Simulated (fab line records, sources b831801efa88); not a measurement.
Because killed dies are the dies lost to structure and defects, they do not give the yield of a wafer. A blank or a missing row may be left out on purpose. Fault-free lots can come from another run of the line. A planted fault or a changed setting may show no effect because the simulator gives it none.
fab line records -- flow sky130 -- part 2 of 2: steps 30 to 38 of 38
[record] lots = 5, wafers = 15, lastDay = 50
route steps=708 shown VIA4@642 METAL5@661
lots untouched by any fault: they come from a run of this same line in which no faults occurred
startH: hours from the record's opening day to when the first of the lot's shown wafers began -- waitH: hours elapsed since this lot's preceding step -- " same as the row above -- L1.1+2: several wafers, shown together as one row -- - no value, or no start given -- * or withheld: withheld -- < > ~ a bound
route shown NAME@n: NAME is a module with steps in the file, n the number in the route of the first one -- usual: average and standard deviation across the fault-free wafers -- same: alike in all rows -- chamber/n: place in a boat -- sites: each site's reading -- _std_site: their standard deviation -- _edge_site: inner sites' mean taken away from outer sites' mean -- radiusMm: how far each site lies from the wafer's centre -- mask NAME#n: copy n -- behind: the last tool/chamber to shape the wafer -- hold: why the lot was held/for how many hours/how that ended -- device: transistor that didn't switch, given as n, p or np -- end of line: at the end of the route, the tests of the same wafers -- for a step that has no rows: nothing shown but its recipe -- killed: not the wafer's yield, but the dies lost to structure and defects at the first sort -- map: per-die view of a wafer (x killed, . not killed, _ where there is no die)
set.NAME: the setting that was run; set.NAME@STEP: the one run at that earlier step -- model.NAME: the simulator's own value behind a step, which no gauge read
certain route steps with their lots: each step a table, each wafer a row
services: when a tool's chamber went out of use (startH, in hours from the record's first day, below 0 if earlier), for how many hours, and the reason
[[steps]]
[step SKY_METAL5_SOFTBAKE_10]
[recipe] tempC = 90, timeS = 60, resist = NOVOLAK
lot.wafer,tool,chamber,startH,waitH
L078.1+2+5,lithoTrack-03,0,1066.10,0.1
L081.2+3+5,lithoTrack-01,0,1066.81,0.1
L084.4+5+6,lithoTrack-01,0,1085.06,0.1
L087.2+3+4,lithoTrack-03,0,1100.87,0.1
L095.2+3+5,lithoTrack-03,0,1144.77,0.1
[step SKY_METAL5_EXPOSE_11]
[recipe] maskId = MM5, na = 0.6, sourceShape = conventional, sigmaOuter = 0.6, polarization = unpolarized, targetCdNm = 1600, doseMj = 190
lot.wafer,tool,chamber,startH,waitH,mask
L078.1+2+5,ilineStepper-01,0,-,-,MM5#0
L081.2+3+5,ilineStepper-01,0,-,-,MM5#0
L084.4+5+6,ilineStepper-01,0,-,-,MM5#0
L087.2+3+4,ilineStepper-02,0,-,-,MM5#0
L095.2+3+5,ilineStepper-02,0,-,-,MM5#0
[step SKY_METAL5_PEB_12]
[recipe] tempC = withheld, timeS = *, resist = NOVOLAK
lot.wafer,tool,chamber,startH,waitH
L078.1+2+5,lithoTrack-03,0,-,-
L081.2+3+5,lithoTrack-03,0,-,-
L084.4+5+6,lithoTrack-03,0,-,-
L087.2+3+4,lithoTrack-03,0,-,-
L095.2+3+5,lithoTrack-03,0,-,-
[step SKY_METAL5_DEVELOP_13]
[recipe] resist = NOVOLAK, developer = TMAH, developTimeS = 60, devTempC = 23
lot.wafer,tool,chamber,startH,waitH
L078.1+2+5,lithoTrack-03,0,1076.25,0.1
L081.2+3+5,lithoTrack-03,0,1076.57,0.1
L084.4+5+6,lithoTrack-03,0,1095.37,0.1
L087.2+3+4,lithoTrack-03,0,1111.22,0.1
L095.2+3+5,lithoTrack-03,0,1153.52,0.1
[step SKY_METAL5_DESCUM_14]
[recipe] chemistry = O2, sourcePowerW = 150, biasPowerW = 0, pressureMtorr = 10, tempC = 40, timeS = 11
[usual] drypumpMotorCurrentA = 5.48/0.16, heBacksideLeakSccm = 3.31/0.2, oesProductAu = 1.004/0.0082
lot.wafer,tool,chamber,startH,waitH,drypumpMotorCurrentA,heBacksideLeakSccm,oesProductAu,rfHoursCounterH
L078.1,rieMetal-02,0,1076.40,0.1,5.42,3.23,1.020,24
L078.2,rieMetal-02,1,1076.40,0.1,5.72,3.01,1.011,17
L078.5,rieMetal-02,1,1076.40,0.1,5.73,3.02,1.001,-
L081.2,rieMetal-03,1,1076.71,0.1,5.43,3.38,0.987,-
L081.3,rieMetal-03,1,1076.71,0.1,5.48,3.39,0.997,-
L081.5,rieMetal-03,1,1076.71,0.1,5.44,3.48,0.990,-
L084.4,rieMetal-04,0,1095.46,0.1,5.64,3.11,0.999,-
L084.5,rieMetal-04,1,1095.46,0.1,5.52,3.36,1.000,-
L084.6,rieMetal-04,0,1095.46,0.1,5.64,3.30,1.009,-
L087.2,rieMetal-03,0,1111.35,0.1,5.21,3.20,1.006,2
L087.3,rieMetal-03,1,1111.35,0.1,5.46,3.23,1.006,-
L087.4,rieMetal-03,0,1111.35,0.1,5.22,3.34,1.016,-
L095.2,rieMetal-04,1,1153.65,0.1,5.47,3.05,0.996,17
L095.3,rieMetal-04,0,1153.65,0.1,5.64,3.17,0.992,-
L095.5,rieMetal-04,1,1153.65,0.1,5.50,3.26,0.998,-
[step SKY_METAL5_METAL_ETCH_15]
[recipe] targetDepthA = 12600, stopOn = SiO2, overEtchFrac = 0.2, timeS = 252, chemistry = Cl2/BCl3, resistSidewallDeg = 86, pressureMtorr = 10, icpW = 900, biasW = 48.5, Cl2_flow_sccm = 60, bcl3FlowSccm = 30
[usual] biasW = 48.49/0.15, drypumpMotorCurrentA = 5.49/0.16, heBacksideLeakSccm = 3.27/0.13, oesProductAu = 0.894/0.0043, throttleValvePct = 22.264/0.0081
lot.wafer,tool,chamber,startH,waitH,biasW,drypumpMotorCurrentA,heBacksideLeakSccm,oesProductAu,rfHoursCounterH,throttleValvePct
L078.1,rieMetal-02,0,1076.43,0.0,48.65,5.43,3.01,0.896,24,22.251
L078.2,rieMetal-02,1,1076.43,0.0,48.32,5.72,3.25,0.893,17,22.278
L078.5,rieMetal-02,1,1076.43,0.0,48.38,5.72,3.16,0.899,-,22.259
L081.2,rieMetal-03,1,1076.85,0.1,48.23,5.48,3.43,0.899,-,22.244
L081.3,rieMetal-03,1,1076.85,0.1,48.44,5.46,3.45,0.898,-,22.263
L081.5,rieMetal-03,1,1076.85,0.1,48.25,5.45,3.38,0.892,-,22.262
L084.4,rieMetal-04,0,1095.56,0.1,48.45,5.65,3.30,0.891,-,22.269
L084.5,rieMetal-04,1,1095.56,0.1,48.34,5.53,3.44,0.899,-,22.251
L084.6,rieMetal-04,0,1095.56,0.1,48.50,5.64,3.19,0.896,-,22.253
L087.2,rieMetal-03,0,1111.38,0.0,48.39,5.21,3.23,0.893,2,22.267
L087.3,rieMetal-03,1,1111.38,0.0,48.36,5.49,3.43,0.900,-,22.273
L087.4,rieMetal-03,0,1111.38,0.0,48.32,5.22,3.39,0.899,-,22.265
L095.2,rieMetal-04,1,1153.68,0.0,48.47,5.56,3.21,0.899,17,22.249
L095.3,rieMetal-04,0,1153.68,0.0,48.47,5.65,3.21,0.887,-,22.295
L095.5,rieMetal-04,1,1153.68,0.0,48.35,5.55,3.12,0.894,-,22.250
[step SKY_METAL5_STRIP_16]
[recipe] chemistry = O2/N2, powerW = 1400, pressureMtorr = 1500, platenTempC = withheld, o2FlowSccm = 3000, n2FlowSccm = 300, overashFraction = 0.5
[usual] drypumpMotorCurrentA = 5.6/0.43, oesProductAu = 0.711/0.0046, stripTimeToEndpointS = 12.98/0.11
lot.wafer,tool,chamber,startH,waitH,drypumpMotorCurrentA,oesProductAu,rfHoursCounterH,stripTimeToEndpointS
L078.1,plasmaAsher-01,1,1076.67,0.2,5.9,0.708,66,12.81
L078.2,plasmaAsher-01,0,1076.67,0.2,5.6,0.703,66,12.90
L078.5,plasmaAsher-01,0,1076.67,0.2,5.6,0.703,-,12.91
L081.2,plasmaAsher-01,1,1077.24,0.3,5.9,0.704,66,13.00
L081.3,plasmaAsher-01,1,1077.24,0.3,5.9,0.709,-,13.08
L081.5,plasmaAsher-01,1,1077.24,0.3,5.9,0.710,-,13.16
L084.4,plasmaAsher-02,1,1095.75,0.1,5.9,0.709,-,12.86
L084.5,plasmaAsher-02,0,1095.75,0.1,5.2,0.709,-,13.02
L084.6,plasmaAsher-02,1,1095.75,0.1,5.8,0.714,-,12.92
L087.2,plasmaAsher-04,1,1111.62,0.2,4.8,0.712,93,12.79
L087.3,plasmaAsher-04,1,1111.62,0.2,4.8,0.712,-,12.97
L087.4,plasmaAsher-04,0,1111.62,0.2,6.3,0.707,-,12.85
L095.2,plasmaAsher-01,0,1153.92,0.2,5.6,0.707,73,13.10
L095.3,plasmaAsher-01,1,1153.92,0.2,5.8,0.714,-,12.98
L095.5,plasmaAsher-01,1,1153.92,0.2,5.9,0.709,-,13.20
[step SKY_METAL5_STRIP_17]
[recipe] chemistry = postEtchResidueRemover, timeS = 1200, tempC = 72.5
[usual] bathHeatDutyPct = 14.1/1.7
lot.wafer,tool,chamber,startH,waitH,bathHeatDutyPct
L078.1,wetBench-03,3,1076.82,0.1,13.9
L078.2,wetBench-03,3,1076.82,0.1,13.9
L078.5,wetBench-03,3,1076.82,0.1,14.2
L081.2,wetBench-04,2,1077.34,0.1,16.3
L081.3,wetBench-04,2,1077.34,0.1,16.0
L081.5,wetBench-04,2,1077.34,0.1,15.7
L084.4,wetBench-04,0,1095.82,0.0,13.9
L084.5,wetBench-04,0,1095.82,0.0,15.1
L084.6,wetBench-04,0,1095.82,0.0,16.4
L087.2,wetBench-03,1,1111.72,0.1,14.3
L087.3,wetBench-03,1,1111.72,0.1,13.9
L087.4,wetBench-03,1,1111.72,0.1,13.7
L095.2,wetBench-02,1,1154.02,0.1,13.2
L095.3,wetBench-02,1,1154.02,0.1,11.7
L095.5,wetBench-02,1,1154.02,0.1,11.7
[step SKY_METAL5_CLEAN_18]
[recipe] chemistry = IPA, timeS = 180, tempC = 25
[usual] bathHeatDutyPct = 6.4/0.65
lot.wafer,tool,chamber,startH,waitH,bathHeatDutyPct
L078.1,wetBench-04,3,1077.19,0.0,5.6
L078.2,wetBench-04,3,1077.19,0.0,6.5
L078.5,wetBench-04,3,1077.19,0.0,5.9
L081.2,wetBench-02,0,1077.71,0.0,6.0
L081.3,wetBench-02,0,1077.71,0.0,6.1
L081.5,wetBench-02,0,1077.71,0.0,6.2
L084.4,wetBench-02,0,1096.16,0.0,7.1
L084.5,wetBench-02,0,1096.16,0.0,6.0
L084.6,wetBench-02,0,1096.16,0.0,5.3
L087.2,wetBench-04,3,1112.09,0.0,6.8
L087.3,wetBench-04,3,1112.09,0.0,6.4
L087.4,wetBench-04,3,1112.09,0.0,6.3
L095.2,wetBench-02,2,1154.42,0.1,6.8
L095.3,wetBench-02,2,1154.42,0.1,6.6
L095.5,wetBench-02,2,1154.42,0.1,6.7
[[services]]
tool,chamber,startH,hours,kind
cmp-01,-,1020.51,2.0,repair
pvdSputter-04,-,1020.83,1.3,repair
ilineStepper-01,-,1025.50,8.3,repair
rieMetal-02,0,1028.91,2.1,repair
rieDiel-03,2,1031.18,2.8,repair
rieMetal-04,1,1033.61,4.0,repair
cmp-02,-,1033.63,2.0,repair
rieDiel-04,2,1037.67,2.8,repair
rieDiel-03,2,1043.70,5.8,repair
cmp-02,-,1052.80,0.4,repair
plasmaAsher-03,-,1055.25,9.0,pm
rieMetal-03,0,1055.96,21.5,repair
rieMetal-03,-,1057.80,0.3,repair
ilineStepper-01,-,1062.00,1.3,repair
rieDiel-04,2,1063.72,3.4,repair
cvdW-02,-,1069.68,2.8,repair
ilineStepper-01,-,1074.81,1.7,pm
cmp-01,-,1084.16,4.0,pm
cvdW-02,-,1098.98,6.9,pm
plasmaAsher-01,-,1103.52,0.8,repair
plasmaAsher-03,-,1108.27,5.9,repair
wetBench-04,-,1119.43,1.9,pm
pvdSputter-03,-,1142.79,3.9,repair
rieMetal-04,0,1148.02,1.3,repair
